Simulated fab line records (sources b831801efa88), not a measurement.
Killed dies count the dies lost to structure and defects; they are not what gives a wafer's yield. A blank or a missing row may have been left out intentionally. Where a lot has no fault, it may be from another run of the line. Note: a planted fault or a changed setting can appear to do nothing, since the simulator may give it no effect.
The tool behind it: which one? + flow sfq line + 14 lots with 42 wafers sampled at 4 steps, on a route of 325 steps

== WHAT EACH GAUGE READ, for each wafer ==
SFQ_M3_OVL_MEAS_921. Usual: for M3_OVL the level is 1 nm and the standard deviation is 5.6.
| lot  | measured     | on         | M3_OVL (nm) | flag |
|------|--------------|------------|-------------|------|
| L716 | day 46 14:49 | overlay-01 | -4 -8 -4    |      |
| L717 | day 46 22:01 | overlay-02 | -2 3 5      |      |
| L718 | day 47 15:04 | overlay-02 | -2 4 -2     |      |
| L719 | day 48 15:43 | overlay-02 | -1 -7 1     |      |
| L720 | day 49 00:06 | overlay-01 | 11 12 11    |      |
| L723 | day 50 17:10 | overlay-01 | 0 -5 1      |      |
| L724 | day 50 23:09 | overlay-01 | -3 -5 -6    |      |
| L725 | day 51 05:10 | overlay-01 | -2 1 6      |      |
| L728 | day 52 07:34 | overlay-01 | 3 -2 4      |      |
| L731 | day 54 01:37 | overlay-01 | 21 14 14    |      |
| L735 | day 54 12:39 | overlay-01 | 3 8 4       |      |
| L736 | day 55 00:40 | overlay-02 | -8 -11 -2   |      |
| L737 | day 55 12:51 | overlay-02 | -8 -5 -6    |      |
| L738 | day 55 18:26 | overlay-02 | 12 3 7      |      |

SFQ_I4_BOW_MEAS_927. Usual: for I4_BOW the level is 6 um and the standard deviation is 9.2.
| lot  | measured     | on            | I4_BOW (um) | flag |
|------|--------------|---------------|-------------|------|
| L716 | day 54 08:24 | film metro-03 | 5 2 8       |      |
| L717 | day 54 14:24 | film metro-04 | 21 14 10    |      |
| L718 | day 54 18:17 | film metro-03 | 7 -6 -5     |      |
| L719 | day 55 07:14 | film metro-03 | 2 2 0       |      |
| L720 | day 55 16:35 | film metro-03 | 7 4 11      |      |
| L723 | day 57 09:29 | film metro-04 | 12 19 16    |      |
| L724 | day 57 14:14 | film metro-04 | 16 6 -5     |      |
| L725 | day 57 22:16 | film metro-03 | 1 3 -2      |      |
| L728 | day 59 03:29 | film metro-03 | 3 -12 2     |      |
| L731 | day 62 01:47 | film metro-04 | 9 13 2      |      |
| L735 | day 62 10:47 | film metro-04 | 16 13 8     |      |
| L736 | day 62 11:58 | film metro-02 | -2 -1 -5    |      |
| L737 | day 62 14:56 | film metro-04 | 6 17 17     |      |
| L738 | day 62 17:56 | film metro-04 | 6 -2 15     |      |

== TOOL THAT RAN EACH LOT (tool first, then ch and the chambers of the sampled wafers, then the start) ==
| lot  | SFQ_TRILAYER_M0_LITHO_PEB_024     | SFQ_TRILAYER_M4_BARC_OPEN_METAL_ETCH_123 |
|------|-----------------------------------|------------------------------------------|
| L716 | litho track-03 ch 0, day 14 05:05 | rie metal-04 ch 0,1, day 54 04:22        |
| L717 | litho track-03 ch 0, day 14 11:32 | rie metal-03 ch 0,1, day 54 07:58        |
| L718 | litho track-04 ch 0, day 14 19:58 | rie metal-04 ch 0, day 54 11:34          |
| L719 | litho track-03 ch 0, day 15 03:11 | rie metal-02 ch 0,1, day 55 03:11        |
| L720 | litho track-03 ch 0, day 15 12:44 | rie metal-04 ch 0,1, day 55 12:34        |
| L723 | litho track-04 ch 0, day 17 03:34 | rie metal-02 ch 0,1, day 57 05:26        |
| L724 | litho track-03 ch 0, day 17 07:07 | rie metal-04 ch 0,1, day 57 10:11        |
| L725 | litho track-01 ch 0, day 17 14:22 | rie metal-04 ch 0, day 57 17:27          |
| L728 | litho track-03 ch 0, day 18 09:34 | rie metal-04 ch 0,1, day 58 23:26        |
| L731 | litho track-04 ch 0, day 20 02:37 | rie metal-04 ch 0,1, day 61 19:56        |
| L735 | litho track-04 ch 0, day 21 08:37 | rie metal-03 ch 0,1, day 62 01:56        |
| L736 | litho track-04 ch 0, day 21 14:43 | rie metal-02 ch 0,1, day 62 03:07        |
| L737 | litho track-03 ch 0, day 21 21:53 | rie metal-03 ch 1, day 62 05:31          |
| L738 | litho track-01 ch 0, day 22 06:17 | rie metal-03 ch 1, day 62 07:55          |
- SFQ_TRILAYER_M0_LITHO_PEB_024: peb time 60 s.
- SFQ_TRILAYER_M4_BARC_OPEN_METAL_ETCH_123: etches BARC in O2, target depth 125 nm, time 41.7 s.

== AS READ BY THE TOOLS THEMSELVES (means over the sampled wafers that have a number; for cases with no such wafer, the mark the record gives instead) ==
SFQ_TRILAYER_M0_LITHO_PEB_024. Usual: heater power total W 79.16 W, standard deviation 0.065.
| lot  | tool           | heater power total W (W) | flag |
|------|----------------|--------------------------|------|
| L716 | litho track-03 | 79.15                    |      |
| L717 | litho track-03 | 79.21                    |      |
| L718 | litho track-04 | 79.20                    |      |
| L719 | litho track-03 | 79.16                    |      |
| L720 | litho track-03 | 79.12                    |      |
| L723 | litho track-04 | 79.12                    |      |
| L724 | litho track-03 | 79.19                    |      |
| L725 | litho track-01 | 79.14                    |      |
| L728 | litho track-03 | 79.14                    |      |
| L731 | litho track-04 | 79.23                    |      |
| L735 | litho track-04 | 86.59                    | OFF  |
| L736 | litho track-04 | 86.50                    | OFF  |
| L737 | litho track-03 | 79.17                    |      |
| L738 | litho track-01 | 79.20                    |      |

SFQ_TRILAYER_M4_BARC_OPEN_METAL_ETCH_123. Usual: drypump motor current A 5.6 A, standard deviation 0.53; oes product au 0.685 a.u., standard deviation 0.0045; rf fwd power W 593 W, standard deviation 3.
| lot  | tool         | drypump motor current A (A) | oes product au (a.u.) | rf fwd power W (W) | flag |
|------|--------------|-----------------------------|-----------------------|--------------------|------|
| L716 | rie metal-04 | 5.8                         | 0.683                 | 594                |      |
| L717 | rie metal-03 | 5.3                         | 0.684                 | 590                |      |
| L718 | rie metal-04 | 5.6                         | 0.684                 | 596                |      |
| L719 | rie metal-02 | 6.1                         | 0.686                 | 591                |      |
| L720 | rie metal-04 | 6.0                         | 0.687                 | 590                |      |
| L723 | rie metal-02 | 6.2                         | 0.688                 | 590                |      |
| L724 | rie metal-04 | 6.0                         | 0.683                 | 593                |      |
| L725 | rie metal-04 | 5.6                         | 0.684                 | 594                |      |
| L728 | rie metal-04 | 5.8                         | 0.686                 | 594                |      |
| L731 | rie metal-04 | 5.8                         | 0.685                 | 596                |      |
| L735 | rie metal-03 | 5.0                         | 0.687                 | 591                |      |
| L736 | rie metal-02 | 6.1                         | 0.685                 | 591                |      |
| L737 | rie metal-03 | 4.8                         | 0.686                 | 594                |      |
| L738 | rie metal-03 | 4.8                         | 0.685                 | 595                |      |

== THE ANSWER, worked out from the rows above alone ==
Rule: lot off if the mean of its wafers having a number is beyond 3 standard deviations from the usual mean. Also off: a lot with no number at a reading for which 4 or more lots have one. All remaining lots with rows at the step are treated as sound. After the gauges, taken in route order, come the tools' own readings; for these a lot's mean is taken, as printed above. The first step at which some lot is off is used, and at that step the reading that is off furthest; a lot without a number counts as furthest.
Off: L735, L736, at SFQ_TRILAYER_M0_LITHO_PEB_024 (heater power total W).
A tool fits if, at that step or a process step before it, it ran every lot that is off, and no sound lot after the first of them. One candidate fits, namely litho track-04 at SFQ_TRILAYER_M0_LITHO_PEB_024. Its last sound lot is L731 (day 20 02:37), its first lot that is off L735 (day 21 08:37): a fault that began between those two fits.
The tool's own readings at SFQ_TRILAYER_M0_LITHO_PEB_024 bear it out: on the lots that are off they differ by more than 5 times the standard deviation of the sound lots' means. heater power total W reads 86.55 W there against 79.17 W on the sound lots.

== WHAT THE SIMULATOR PUT IN ==
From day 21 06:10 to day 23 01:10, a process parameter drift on litho track-04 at SFQ_TRILAYER_M0_LITHO_PEB_024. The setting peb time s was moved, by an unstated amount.
Lots struck among those shown: L735, L736. The same result came from the rule above.
